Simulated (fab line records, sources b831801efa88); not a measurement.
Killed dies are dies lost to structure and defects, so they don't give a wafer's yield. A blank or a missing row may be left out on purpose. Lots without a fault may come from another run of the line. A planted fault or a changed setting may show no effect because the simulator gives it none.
fab line records | flow gf180mcu
record lots=13 wafers=39 last_day=34
route steps=602 shown CONTACT@289 M1@318 V1@338
lots that met no fault: from a run of the same line without faults
start_h: hours from the record's first day to the start of the lot's first wafer shown | wait_h: hours since the lot's step before | " the same as in the row above | L1.1+2: a row that stands for several wafers | - no value, or no start given | * or withheld: withheld | < > ~ a bound
route shown NAME@n: a module of which the file shows steps, and the number in the route of the first | usual: mean/standard deviation of fault-free wafers | same: alike in all rows | chamber/n: place in a boat | sites: the reading at each site | _std_site: their standard deviation | _edge_site: outer sites' mean less inner sites' | radius_mm: how far each site lies from the wafer's centre | mask NAME#n: copy n | behind: the tool/chamber that last shaped the wafer | hold: why the lot was held/for how many hours/how that ended | device: the transistor (n, p or np) that didn't switch | end of line: the same wafers' tests at the end of the route | a step without rows: its recipe alone | killed: dies lost to structure and defects at the first sort, not the wafer's yield | map: a wafer's dies, x killed, . not, _ none there
set.NAME: the setting as run; set.NAME@STEP: as run at that earlier step | model.NAME: the simulator's own value behind a step, which no gauge read
steps of the route over a sample of lots; a table a step, a row a wafer
services: from which hour (start_h, from the record's first day; less than 0 if before it) a tool's chamber was out of use, for how many hours, and why
## steps
# step GF_CONTACT_CVD_02
# recipe material=SiO2 target_thk_nm=860 precursor=TEOS temp_c=400 time_s=95.992 rf_w=600
# usual heater_power_w=629/81
# columns lot.wafer tool chamber start_h wait_h heater_power_w
L106.2 pecvd-02 1 332.85 0.0 571
L106.3 " 2 " " 594
L106.4 " 0 " " 622
L108.2 pecvd-01 0 377.70 0.0 581
L108.5 " 2 " " 616
L108.6 " 1 " " 531
L109.1 pecvd-02 2 383.15 0.1 581
L109.4 " 1 " " 639
L109.6 " 2 " " 627
L111.1 pecvd-01 2 383.84 0.1 649
L111.4 " 2 " " 516
L111.6 " 0 " " 579
L112.1 pecvd-01 2 391.65 0.1 576
L112.4 " 2 " " 606
L112.6 " 0 " " 572
L113.3 pecvd-03 2 405.60 0.0 712
L113.4 " 1 " " 656
L113.5 " 0 " " 802
L115.1 pecvd-01 1 424.35 0.1 637
L115.2 " 2 " " 525
L115.3 " 0 " " 497
L116.1 pecvd-03 2 435.77 0.1 629
L116.5 " 2 " " 668
L116.6 " 1 " " 785
L123.2 pecvd-03 1 487.59 0.0 686
L123.3 " 2 " " 660
L123.4 " 2 " " 704
L126.2 pecvd-02 2 515.93 0.0 623
L126.4 " 2 " " 677
L126.6 " 0 " " 525
L127.1 pecvd-02 1 519.65 0.1 578
L127.3 " 0 " " 665
L127.6 " 2 " " 653
L128.1 pecvd-01 1 527.54 0.1 578
L128.2 " 0 " " 585
L128.5 " 1 " " 622
L129.1 pecvd-02 2 536.71 0.1 674
L129.2 " 1 " " 579
L129.6 " 1 " " 609
# step GF_M1_SPUTTER_03
# recipe material=Ti target_thk_nm=10 substrate_temp_c=300 chamber_pressure_pa=0.3 power_w=3000 time_s=6.7
# usual throttle_valve_pct=30.0/0.52
# columns lot.wafer tool chamber start_h wait_h throttle_valve_pct
L106.2 pvd_sputter-04 - 356.02 0.0 30.3
L106.3 " - " " 29.9
L106.4 " - " " 30.5
L108.2 pvd_sputter-01 - 401.65 0.0 29.7
L108.5 " - " " 29.3
L108.6 " - " " 29.9
L109.1 pvd_sputter-01 - 407.35 0.0 29.8
L109.4 " - " " 29.6
L109.6 " - " " 30.0
L111.1 pvd_sputter-01 - 408.23 0.0 29.8
L111.4 " - " " 30.0
L111.6 " - " " 29.6
L112.1 pvd_sputter-03 - 416.54 0.0 31.3
L112.4 " - " " 30.5
L112.6 " - " " 30.1
L113.3 pvd_sputter-01 - 430.82 0.0 29.7
L113.4 " - " " 29.9
L113.5 " - " " 30.1
L115.1 pvd_sputter-04 - 450.67 0.0 29.5
L115.2 " - " " 29.6
L115.3 " - " " 30.2
L116.1 pvd_sputter-01 - 462.14 0.0 29.5
L116.5 " - " " 30.0
L116.6 " - " " 29.5
L123.2 pvd_sputter-01 - 513.08 0.0 30.1
L123.3 " - " " 29.9
L123.4 " - " " 29.6
L126.2 pvd_sputter-03 - 540.62 0.0 30.6
L126.4 " - " " 31.2
L126.6 " - " " 30.1
L127.1 pvd_sputter-04 - 544.07 0.0 30.0
L127.3 " - " " 29.5
L127.6 " - " " 28.9
L128.1 pvd_sputter-01 - 552.51 0.0 29.5
L128.2 " - " " 29.8
L128.5 " - " " 29.5
L129.1 pvd_sputter-04 - 561.13 0.0 29.3
L129.2 " - " " 29.9
L129.6 " - " " 29.3
# step GF_M1_METAL_ETCH_16
# recipe chemistry=Cl2/BCl3 mask_material=KrF target_depth_nm=627.5 stop_on=SiO2 pressure_mtorr=8 icp_w=800 bias_w=140 Cl2_flow_sccm=80 bcl3_flow_sccm=40 time_s=104.6
# usual chamber_pressure_mTorr=8.000/0.0075 drypump_motor_current_A=5.7/0.35 oes_product_au=0.973/0.0076 rf_fwd_power_W=796.0/2.5 throttle_valve_pct=28.250/0.012
# columns lot.wafer tool chamber start_h wait_h chamber_pressure_mTorr drypump_motor_current_A oes_product_au rf_fwd_power_W rf_hours_counter_h throttle_valve_pct
L106.2 rie_metal-03 1 377.25 0.0 8.000 5.2 0.981 794.0 4.5 28.242
L106.3 " 1 " " 8.004 5.2 0.974 794.7 - 28.260
L106.4 " 0 " " 8.001 5.8 0.981 798.0 - 28.241
L108.2 rie_metal-01 0 424.01 0.0 7.996 5.6 0.970 797.2 8.4 28.245
L108.5 " 0 " " 7.997 5.7 0.968 796.0 - 28.269
L108.6 " 1 " " 8.003 6.2 0.963 792.9 - 28.238
L109.1 rie_metal-01 1 430.56 0.0 7.986 6.2 0.979 799.0 7.1 28.247
L109.4 " 1 " " 7.989 6.2 0.976 798.1 - 28.250
L109.6 " 1 " " 8.014 6.2 0.979 796.5 - 28.233
L111.1 rie_metal-03 1 431.79 0.0 7.997 5.2 0.962 794.8 5.6 28.260
L111.4 " 1 " " 8.002 5.2 0.974 797.9 - 28.259
L111.6 " 0 " " 8.001 5.8 0.967 799.7 - 28.256
L112.1 rie_metal-03 1 440.66 0.0 7.997 5.2 0.971 798.9 5.9 28.250
L112.4 " 1 " " 8.013 5.2 0.959 797.9 - 28.257
L112.6 " 0 " " 8.003 5.8 0.959 794.0 - 28.242
L113.3 rie_metal-03 0 455.45 0.1 8.010 5.8 0.978 795.1 - 28.244
L113.4 " 1 " " 8.010 5.2 0.970 793.7 - 28.234
L113.5 " 1 " " 8.001 5.2 0.967 792.5 - 28.254
L115.1 rie_metal-01 0 474.66 0.0 8.007 5.7 0.975 792.8 9.5 28.256
L115.2 " 1 " " 8.002 6.2 0.982 795.6 8.1 28.249
L115.3 " 1 " " 8.001 6.3 0.984 791.0 - 28.246
L116.1 rie_metal-01 1 485.66 0.0 8.013 6.2 0.962 796.5 8.4 28.261
L116.5 " 0 " " 7.987 5.7 0.977 792.6 - 28.252
L116.6 " 1 " " 7.999 6.2 0.973 795.0 - 28.259
L123.2 rie_metal-01 0 536.21 0.0 8.013 5.7 0.900 670.7 10.8 28.322
L123.3 " 0 " " 8.002 5.7 0.892 670.7 - 28.338
L123.4 " 1 " " 7.997 6.2 0.961 795.5 - 28.268
L126.2 rie_metal-02 0 562.46 0.0 8.007 5.5 0.975 794.6 8.6 28.239
L126.4 " 0 " " 7.999 5.5 0.973 794.2 - 28.273
L126.6 " 0 " " 7.995 5.5 0.968 793.3 - 28.251
L127.1 rie_metal-02 1 566.51 0.0 7.999 5.8 0.968 797.2 3.2 28.256
L127.3 " 1 " " 8.004 5.8 0.970 794.2 - 28.257
L127.6 " 0 " " 8.002 5.5 0.969 797.1 - 28.260
L128.1 rie_metal-03 1 573.74 0.0 7.994 5.2 0.969 799.1 9.3 28.244
L128.2 " 0 " " 7.993 5.8 0.979 795.4 10.7 28.226
L128.5 " 1 " " 7.994 5.2 0.971 799.8 - 28.247
L129.1 rie_metal-02 1 582.76 0.0 7.995 5.8 0.973 795.7 3.7 28.280
L129.2 " 0 " " 8.001 5.6 0.969 794.0 9.2 28.252
L129.6 " 0 " " 8.001 5.5 0.960 796.8 - 28.271
# step GF_M1_STRIP_17
# recipe chemistry=O2/N2 power_w=1400 pressure_mtorr=1500 platen_temp_c=250 o2_flow_sccm=3000 n2_flow_sccm=300 overash_fraction=0.5
# usual chamber_pressure_mTorr=1499.9/1.3 drypump_motor_current_A=5.7/0.56 heater_power_w=334/40 oes_product_au=0.558/0.0049 strip_time_to_endpoint_s=7.87/0.057
# columns lot.wafer tool chamber start_h wait_h chamber_pressure_mTorr drypump_motor_current_A heater_power_w oes_product_au rf_hours_counter_h strip_time_to_endpoint_s
L106.2 plasma_asher-01 1 377.36 0.1 1498.5 6.2 330 0.554 59 7.82
L106.3 " 0 " " 1500.4 4.9 316 0.554 - 7.81
L106.4 " 1 " " 1499.0 6.2 320 0.553 - 7.88
L108.2 plasma_asher-01 0 424.12 0.1 1501.0 4.9 309 0.552 64 7.89
L108.5 " 1 " " 1500.0 6.2 323 0.553 - 7.92
L108.6 " 0 " " 1498.8 4.9 321 0.557 - 7.83
L109.1 plasma_asher-02 1 430.67 0.1 1497.7 5.7 294 0.556 34 7.86
L109.4 " 1 " " 1498.6 5.7 293 0.559 - 7.89
L109.6 " 1 " " 1500.5 5.6 304 0.559 - 7.91
L111.1 plasma_asher-02 0 431.91 0.1 1499.8 5.3 396 0.558 34 7.84
L111.4 " 0 " " 1500.1 5.3 400 0.562 - 7.84
L111.6 " 1 " " 1501.6 5.6 305 0.553 - 7.86
L112.1 plasma_asher-04 0 440.77 0.1 1503.0 6.6 395 0.550 82 7.81
L112.4 " 1 " " 1501.4 5.5 294 0.553 - 7.80
L112.6 " 1 " " 1498.3 5.5 284 0.561 - 7.84
L113.3 plasma_asher-02 1 455.55 0.1 1498.7 5.6 303 0.549 - 7.78
L113.4 " 0 " " 1500.8 5.3 397 0.550 - 7.73
L113.5 " 1 " " 1499.2 5.6 296 0.553 - 7.78
L115.1 plasma_asher-02 0 474.77 0.1 1498.0 5.3 387 0.557 39 7.89
L115.2 " 1 " " 1501.2 5.7 294 0.552 39 7.88
L115.3 " 1 " " 1498.7 5.6 296 0.557 - 7.91
L116.1 plasma_asher-04 0 485.77 0.1 1498.9 6.6 391 0.559 87 7.84
L116.5 " 1 " " 1499.4 5.5 300 0.561 - 7.91
L116.6 " 0 " " 1500.0 6.6 381 0.554 - 7.87
L123.2 plasma_asher-01 0 536.32 0.1 1500.7 4.9 316 0.572 76 8.19
L123.3 " 0 " " 1500.4 4.9 309 0.575 - 8.27
L123.4 " 1 " " 1499.3 6.2 326 0.556 - 7.84
L126.2 plasma_asher-04 1 562.57 0.1 1501.5 5.5 295 0.560 94 7.90
L126.4 " 1 " " 1499.3 5.5 294 0.558 - 7.91
L126.6 " 0 " " 1500.8 6.6 384 0.564 - 7.89
L127.1 plasma_asher-01 0 566.62 0.1 1499.6 4.9 315 0.558 79 7.92
L127.3 " 0 " " 1499.1 4.9 309 0.555 - 7.91
L127.6 " 0 " " 1498.0 4.9 314 0.560 - 7.87
L128.1 plasma_asher-04 0 573.86 0.1 1501.0 6.6 389 0.559 95 7.80
L128.2 " 1 " " 1499.4 5.5 286 0.554 95 7.86
L128.5 " 0 " " 1500.3 6.6 386 0.565 - 7.78
L129.1 plasma_asher-02 0 582.87 0.1 1500.3 5.3 400 0.562 51 7.97
L129.2 " 1 " " 1501.7 5.6 296 0.560 51 7.93
L129.6 " 1 " " 1499.5 5.6 296 0.565 - 7.89
# step GF_V1_THK_MEAS_03
# recipe reads=SiO2_of_V1_CVD_02
# usual V1_CVD_02_THK=846/12
# columns lot.wafer tool chamber start_h wait_h V1_CVD_02_THK[nm]
L106.2 film_metro-04 - 378.10 0.0 837
L106.3 " - " " 822
L106.4 " - " " 836
L108.2 film_metro-01 - 424.87 0.0 840
L108.5 " - " " 846
L108.6 " - " " 852
L109.1 film_metro-02 - 431.45 0.0 826
L109.4 " - " " 829
L109.6 " - " " 851
L111.1 film_metro-02 - 432.65 0.0 839
L111.4 " - " " 864
L111.6 " - " " 868
L112.1 film_metro-01 - 441.56 0.0 824
L112.4 " - " " 850
L112.6 " - " " 835
L113.3 film_metro-04 - 456.28 0.1 839
L113.4 " - " " 858
L113.5 " - " " 851
L115.1 film_metro-01 - 475.51 0.0 831
L115.2 " - " " 843
L115.3 " - " " 850
L116.1 film_metro-04 - 486.52 0.0 833
L116.5 " - " " 857
L116.6 " - " " 847
L123.2 film_metro-04 - 537.10 0.0 825
L123.3 " - " " 817
L123.4 " - " " 841
L126.2 film_metro-04 - 563.31 0.0 840
L126.4 " - " " 842
L126.6 " - " " 854
L127.1 film_metro-01 - 567.36 0.0 843
L127.3 " - " " 854
L127.6 " - " " 860
L128.1 film_metro-01 - 574.59 0.0 852
L128.2 " - " " 842
L128.5 " - " " 847
L129.1 film_metro-01 - 583.60 0.0 829
L129.2 " - " " 832
L129.6 " - " " 839
## services
# columns tool chamber start_h hours kind
pvd_sputter-01 - 317.10 3.4 repair
pvd_sputter-01 - 324.88 3.9 repair
rie_metal-03 0 324.98 2.1 repair
rie_metal-01 - 328.79 14.6 pm
rie_metal-02 0 333.69 4.7 repair
pvd_sputter-01 - 338.09 3.8 repair
pvd_sputter-01 - 357.03 0.6 repair
pecvd-03 1 359.22 9.6 repair
rie_metal-01 - 383.13 0.1 repair
rie_metal-03 - 393.71 2.8 pm
pecvd-02 - 412.60 1.0 repair
rie_metal-03 - 413.20 0.6 repair
pvd_sputter-04 - 426.03 3.2 repair
plasma_asher-04 - 426.14 2.6 repair
pecvd-01 - 430.43 1.1 repair
pecvd-03 - 476.67 1.1 repair
rie_metal-03 - 496.12 0.7 repair
pecvd-03 1 496.18 4.2 repair
rie_metal-01 1 499.31 20.0 repair
rie_metal-01 0 513.85 11.1 repair
pvd_sputter-01 - 517.94 1.8 repair
rie_metal-01 - 533.62 2.2 repair
plasma_asher-04 - 547.50 13.7 repair
plasma_asher-01 - 576.58 14.6 pm
## key
first_sign step=GF_M1_METAL_ETCH_16 reading=rf_fwd_power_W direction=down sigmas=50 usual=796.0 struck=670.7
effect step=GF_M1_METAL_ETCH_16 reading=oes_product_au direction=down sigmas=10 usual=0.973 struck=0.896
effect step=GF_M1_STRIP_17 reading=strip_time_to_endpoint_s direction=up sigmas=6.3 usual=* struck=*
met_at GF_M1_METAL_ETCH_16
struck_lots L123
struck_wafers L123.2,L123.3
sort_left_out L123.2,L123.3
not_acting_at GF_CONTACT_CVD_02,GF_M1_SPUTTER_03,GF_V1_THK_MEAS_03
onset_between 485.66 536.21
fault kind=process_parameter_drift tool=rie_metal-01 chamber=0 onset_h=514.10 steps=GF_M1_METAL_ETCH_16 channel=icp_w offset=-128 shape=step end_h=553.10 acts_in=these_recipes_only stated=800
# sort_left_out: the simulated sort isn't trusted on such a fault, so these wafers' sort isn't shown, and their yield isn't known
